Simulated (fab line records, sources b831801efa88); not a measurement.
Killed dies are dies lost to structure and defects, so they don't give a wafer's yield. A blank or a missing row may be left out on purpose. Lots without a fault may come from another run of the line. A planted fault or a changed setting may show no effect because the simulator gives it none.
fab line records | flow sky130 | part 2 of 2: steps 26 to 34 of 34
record lots=5 wafers=15 last_day=50
route steps=708 shown VIA3@587 METAL4@598 CAP2M@603
lots that met no fault: from a run of the same line without faults
start_h: hours from the record's first day to the start of the lot's first wafer shown | wait_h: hours since the lot's step before | " the same as in the row above | L1.1+2: a row that stands for several wafers | - no value, or no start given | * or withheld: withheld | < > ~ a bound
route shown NAME@n: a module of which the file shows steps, and the number in the route of the first | usual: mean/standard deviation of fault-free wafers | same: alike in all rows | chamber/n: place in a boat | sites: the reading at each site | _std_site: their standard deviation | _edge_site: outer sites' mean less inner sites' | radius_mm: how far each site lies from the wafer's centre | mask NAME#n: copy n | behind: the tool/chamber that last shaped the wafer | hold: why the lot was held/for how many hours/how that ended | device: the transistor (n, p or np) that didn't switch | end of line: the same wafers' tests at the end of the route | a step without rows: its recipe alone | killed: dies lost to structure and defects at the first sort, not the wafer's yield | map: a wafer's dies, x killed, . not, _ none there
set.NAME: the setting as run; set.NAME@STEP: as run at that earlier step | model.NAME: the simulator's own value behind a step, which no gauge read
lots at some steps of the route; a table a step, a row a wafer
services: from which hour (start_h, from the record's first day; less than 0 if before it) a tool's chamber was out of use, for how many hours, and why
## steps
# step SKY_CAP2M_EXPOSE_09
# recipe mask_id=CAP2M na=0.6 source_shape=conventional sigma_outer=0.6 polarization=unpolarized target_cd_nm=1000 dose_mj=159
# columns lot.wafer tool chamber start_h wait_h mask
L077.1+5+6 iline_stepper-01 0 - - CAP2M#0
L080.4+5+6 iline_stepper-01 0 - - CAP2M#0
L084.1+5+6 iline_stepper-02 0 - - CAP2M#0
L089.1+3+6 iline_stepper-01 0 - - CAP2M#0
L097.1+4+5 iline_stepper-01 0 - - CAP2M#0
# step SKY_CAP2M_PEB_10
# recipe temp_c=withheld time_s=* resist=NOVOLAK
# columns lot.wafer tool chamber start_h wait_h
L077.1+5+6 litho_track-04 0 - -
L080.4+5+6 litho_track-02 0 - -
L084.1+5+6 litho_track-04 0 - -
L089.1+3+6 litho_track-02 0 - -
L097.1+4+5 litho_track-01 0 - -
# step SKY_CAP2M_DEVELOP_11
# recipe resist=NOVOLAK developer=TMAH develop_time_s=60 dev_temp_c=23
# usual developer_temp_C=23.01/0.098
# columns lot.wafer tool chamber start_h wait_h developer_temp_C
L077.1 litho_track-04 0 965.51 0.1 23.18
L077.5 " 0 " " 23.14
L077.6 " 0 " " 23.00
L080.4 litho_track-02 0 1003.01 0.1 23.01
L080.5 " 0 " " 23.03
L080.6 " 0 " " 23.08
L084.1 litho_track-04 0 1027.91 0.1 22.92
L084.5 " 0 " " 22.88
L084.6 " 0 " " 22.94
L089.1 litho_track-02 0 1077.09 0.1 23.05
L089.3 " 0 " " 23.13
L089.6 " 0 " " 23.04
L097.1 litho_track-01 0 1100.63 0.1 22.99
L097.4 " 0 " " 23.00
L097.5 " 0 " " 22.96
# step SKY_CAP2M_OVL_MEAS_12
# usual CAP2M_OVL=0.6/1.6
# columns lot.wafer tool chamber start_h wait_h CAP2M_OVL[nm]
L077.1 overlay-02 - 965.66 0.1 -3.4
L077.5 " - " " -1.8
L077.6 " - " " -0.8
L080.4 overlay-01 - 1003.10 0.1 -1.7
L080.5 " - " " -1.8
L080.6 " - " " -1.4
L084.1 overlay-01 - 1028.06 0.1 3.5
L084.5 " - " " 3.3
L084.6 " - " " 2.7
L089.1 overlay-01 - 1077.24 0.1 0.4
L089.3 " - " " -0.9
L089.6 " - " " 0.3
L097.1 overlay-01 - 1100.78 0.1 1.3
L097.4 " - " " 0.4
L097.5 " - " " -0.9
# step SKY_CAP2M_METAL_ETCH_13
# recipe target_depth_nm=220 stop_on=SiO2 chemistry=Cl2/BCl3 target=TiN pressure_mtorr=10 icp_w=900 bias_w=48.5 Cl2_flow_sccm=60 bcl3_flow_sccm=30 time_s=62.9
# usual drypump_motor_current_A=5.46/0.28 mfc_cl2_sccm=60.02/0.17 oes_product_au=0.942/0.006 throttle_valve_pct=21.902/0.0091
# columns lot.wafer tool chamber start_h wait_h drypump_motor_current_A mfc_cl2_sccm oes_product_au rf_hours_counter_h throttle_valve_pct
L077.1 rie_metal-01 1 965.70 0.0 5.75 60.39 0.946 14 21.895
L077.5 " 0 " " 5.18 59.96 0.939 - 21.911
L077.6 " 1 " " 5.78 60.25 0.930 - 21.901
L080.4 rie_metal-03 1 1003.15 0.0 5.29 59.90 0.944 - 21.896
L080.5 " 0 " " 5.60 60.10 0.946 - 21.915
L080.6 " 1 " " 5.27 59.81 0.946 - 21.896
L084.1 rie_metal-03 1 1028.10 0.0 5.27 59.99 0.942 19 21.898
L084.5 " 1 " " 5.29 60.33 0.946 - 21.906
L084.6 " 0 " " 5.57 59.89 0.950 - 21.900
L089.1 rie_metal-02 1 1077.27 0.0 5.22 60.05 0.938 23 21.905
L089.3 " 1 " " 5.23 59.80 0.929 - 21.923
L089.6 " 1 " " 5.20 59.98 0.942 - 21.905
L097.1 rie_metal-02 1 1100.81 0.0 5.21 59.84 0.945 25 21.902
L097.4 " 1 " " 5.21 60.06 0.951 - 21.892
L097.5 " 0 " " 6.00 59.92 0.951 - 21.896
# step SKY_CAP2M_STRIP_14
# recipe chemistry=O2/N2 power_w=1400 pressure_mtorr=1500 platen_temp_c=withheld o2_flow_sccm=3000 n2_flow_sccm=300 overash_fraction=0.5
# usual drypump_motor_current_A=5.3/0.34 o2_flow_sccm=2999/9.5 oes_product_au=0.710/0.0046 strip_time_to_endpoint_s=12.65/0.041
# columns lot.wafer tool chamber start_h wait_h drypump_motor_current_A o2_flow_sccm oes_product_au rf_hours_counter_h strip_time_to_endpoint_s
L077.1 plasma_asher-01 1 965.78 0.1 5.3 2992 0.714 53 12.66
L077.5 " 1 " " 5.3 3000 0.712 - 12.68
L077.6 " 0 " " 4.8 3026 0.709 - 12.72
L080.4 plasma_asher-01 0 1003.23 0.1 4.8 2998 0.713 - 12.62
L080.5 " 0 " " 4.8 2990 0.714 - 12.66
L080.6 " 1 " " 5.3 2994 0.707 - 12.71
L084.1 plasma_asher-01 1 1028.18 0.1 5.3 2996 0.701 59 12.66
L084.5 " 1 " " 5.3 2991 0.711 - 12.61
L084.6 " 0 " " 4.8 3010 0.705 - 12.62
L089.1 plasma_asher-01 0 1077.43 0.1 4.8 3014 0.705 64 12.62
L089.3 " 1 " " 5.3 2991 0.705 - 12.60
L089.6 " 0 " " 4.8 3008 0.708 - 12.68
L097.1 plasma_asher-02 0 1100.89 0.1 5.0 2997 0.715 98 12.67
L097.4 " 0 " " 5.0 2997 0.715 - 12.65
L097.5 " 1 " " 5.6 2997 0.709 - 12.60
# step SKY_CAP2M_STRIP_15
# recipe chemistry=post_etch_residue_remover time_s=1200 temp_c=72.5
# usual temp_c=72.50/0.13
# columns lot.wafer tool chamber start_h wait_h temp_c
L077.1 wet_bench-01 0 965.88 0.1 72.44
L077.5 " 0 " " 72.36
L077.6 " 0 " " 72.52
L080.4 wet_bench-01 1 1003.30 0.0 72.46
L080.5 " 1 " " 72.46
L080.6 " 1 " " 72.32
L084.1 wet_bench-01 0 1028.28 0.1 72.55
L084.5 " 0 " " 72.48
L084.6 " 0 " " 72.62
L089.1 wet_bench-02 3 1077.53 0.1 72.40
L089.3 " 3 " " 72.50
L089.6 " 3 " " 72.42
L097.1 wet_bench-02 2 1100.99 0.1 72.48
L097.4 " 2 " " 72.47
L097.5 " 2 " " 72.47
# step SKY_CAP2M_CLEAN_16
# recipe chemistry=IPA time_s=180 temp_c=25
# usual temp_c=25.00/0.1
# columns lot.wafer tool chamber start_h wait_h temp_c
L077.1 wet_bench-04 1 966.22 0.0 25.21
L077.5 " 1 " " 24.81
L077.6 " 1 " " 25.13
L080.4 wet_bench-02 2 1003.64 0.0 24.95
L080.5 " 2 " " 24.89
L080.6 " 2 " " 25.09
L084.1 wet_bench-04 3 1028.65 0.0 24.91
L084.5 " 3 " " 25.04
L084.6 " 3 " " 24.94
L089.1 wet_bench-04 0 1077.87 0.0 24.94
L089.3 " 0 " " 25.04
L089.6 " 0 " " 25.04
L097.1 wet_bench-04 2 1101.33 0.0 25.04
L097.4 " 2 " " 25.13
L097.5 " 2 " " 25.12
# step SKY_CAP2M_CLEAN_17
# recipe chemistry=O3/DIW dry=n2_spin
# columns lot.wafer tool chamber start_h wait_h
L077.1+5+6 wet_bench-01 1 966.28 0.0
L080.4+5+6 wet_bench-01 3 1003.70 0.0
L084.1+5+6 wet_bench-01 3 1028.72 0.0
L089.1+3+6 wet_bench-01 0 1077.93 0.0
L097.1+4+5 wet_bench-02 1 1101.39 0.0
## services
# columns tool chamber start_h hours kind
cvd_w-01 - 918.00 14.6 pm
plasma_asher-04 - 923.37 15.6 pm
cmp-02 - 923.91 3.1 repair
cvd_w-02 - 928.78 2.2 repair
iline_stepper-01 - 938.05 8.9 pm
iline_stepper-01 - 946.94 1.7 pm
iline_stepper-01 - 958.46 15.5 repair
rie_diel-01 3 970.44 3.8 repair
pvd_sputter-03 - 991.75 2.1 repair
iline_stepper-01 - 992.56 0.7 repair
cmp-02 - 994.06 6.5 pm
rie_diel-03 2 996.17 9.0 repair
rie_diel-03 3 1006.65 16.6 repair
pvd_sputter-01 - 1008.20 1.7 repair
cmp-02 - 1008.70 4.6 pm
iline_stepper-01 - 1014.42 4.3 repair
rie_diel-01 0 1021.13 15.6 repair
rie_diel-03 0 1022.02 4.3 repair
rie_diel-03 1 1023.64 2.3 repair
cmp-02 - 1031.77 11.5 pm
pecvd-03 - 1041.29 1.2 repair
rie_diel-01 - 1052.00 0.5 repair
rie_diel-01 - 1055.82 2.8 pm
pvd_sputter-01 - 1070.65 1.8 repair
